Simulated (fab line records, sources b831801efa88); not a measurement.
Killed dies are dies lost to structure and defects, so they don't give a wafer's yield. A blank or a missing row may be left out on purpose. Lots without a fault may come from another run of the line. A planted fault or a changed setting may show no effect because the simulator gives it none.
Chamber matching | flow sky130 | SKY_CONTACT_CVD_00 on pecvd-02: 3 sister chambers
The step deposits Si3N4, target thk 75 nm. 6 wafers are shown with their chamber, then 7 later ones without.

WAFERS WITH THEIR CHAMBER
wafer  | chamber | heater_power_w (W)
L083.3 | 1       | 819
L083.5 | 1       | 828
L089.2 | 2       | 537
L089.3 | 0       | 699
L090.1 | 2       | 552
L090.2 | 0       | 783

WAFERS WITHOUT THEIR CHAMBER
wafer  | heater_power_w (W)
L090.6 | 793
L091.1 | 801
L091.3 | 597
L091.4 | 800
L096.1 | 791
L096.3 | 599
L096.4 | 797

WHICH CHAMBER EACH WENT THROUGH
wafer  | from the rows above     | in truth
L090.6 | can't be placed: 1 or 0 | 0
L091.1 | can't be placed: 1 or 0 | 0
L091.3 | 2                       | 2
L091.4 | can't be placed: 1 or 0 | 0
L096.1 | can't be placed: 1 or 0 | 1
L096.3 | 2                       | 2
L096.4 | can't be placed: 1 or 0 | 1
Placed correctly: 2 of 7. Can't be placed from these rows: 5 (the true chamber is among the candidates in 5). Placed wrongly: 0.
How it was worked out, from the rows above alone: a wafer's distance from a chamber is the root of the sum, over the readings, of the square of ((its reading less the chamber's mean) divided by the reading's scatter). The wafer belongs to the nearest chamber; if the next one is less than 2 further off, it can't be placed. A chamber's mean is the mean of its shown wafers. The scatter: the root of (the sum of the squares of (reading less its chamber's mean) over the shown wafers, divided by (wafers less chambers)).
